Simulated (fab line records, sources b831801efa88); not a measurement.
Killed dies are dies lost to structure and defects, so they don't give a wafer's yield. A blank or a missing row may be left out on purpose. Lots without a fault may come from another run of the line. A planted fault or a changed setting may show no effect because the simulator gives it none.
Chamber matching | flow sky130 | SKY_VIA1_CMP_02 on cmp-02: 4 sister chambers
The step polishes SiO2. 18 wafers are shown with their chamber, then 9 later ones without.

WAFERS WITH THEIR CHAMBER
wafer  | chamber | motor_current_A (A)
L583.4 | 0       | 13.4
L583.5 | 1       | 13.3
L583.6 | 2       | 11.2
L589.1 | 3       | 12.1
L589.2 | 2       | 10.8
L589.4 | 0       | 14.0
L590.1 | 0       | 13.3
L590.3 | 1       | 12.2
L590.6 | 1       | 12.4
L597.2 | 2       | 11.2
L597.4 | 1       | 12.4
L597.5 | 1       | 12.8
L600.1 | 0       | 12.8
L600.5 | 1       | 12.3
L600.6 | 2       | 11.6
L599.1 | 0       | 13.3
L599.2 | 2       | 11.5
L599.3 | 3       | 12.7

SIGNATURES (means of the wafers above)
reading         | chamber 0 | chamber 1 | chamber 2 | chamber 3 | scatter within a chamber
motor_current_A | 13.360    | 12.567    | 11.260    | 12.400    | 0.393
Rule: a wafer's distance from a chamber is the root of the sum, over the readings, of the square of ((its reading less the chamber's mean) divided by the reading's scatter). The wafer belongs to the nearest chamber; if the next one is less than 2 further off, it can't be placed. The scatter: the root of (the sum of the squares of (reading less its chamber's mean) over the shown wafers, divided by (wafers less chambers)).

WAFERS WITHOUT THEIR CHAMBER
wafer  | motor_current_A (A)
L601.1 | 11.4
L601.2 | 12.3
L601.5 | 11.3
L602.1 | 11.6
L602.3 | 12.8
L602.4 | 13.0
L603.2 | 13.0
L603.3 | 13.1
L603.5 | 13.4

WHICH CHAMBER EACH WENT THROUGH
wafer  | from the rows above          | in truth
L601.1 | 2                            | 2
L601.2 | can't be placed: 3 or 1      | 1
L601.5 | 2                            | 2
L602.1 | can't be placed: 2 or 3 or 1 | 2
L602.3 | can't be placed: 1 or 3 or 0 | 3
L602.4 | can't be placed: 0 or 1 or 3 | 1
L603.2 | can't be placed: 0 or 1 or 3 | 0
L603.3 | can't be placed: 0 or 1 or 3 | 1
L603.5 | 0                            | 0
Placed correctly: 3 of 9. Can't be placed from these rows: 6 (the true chamber is among the candidates in 6). Placed wrongly: 0.
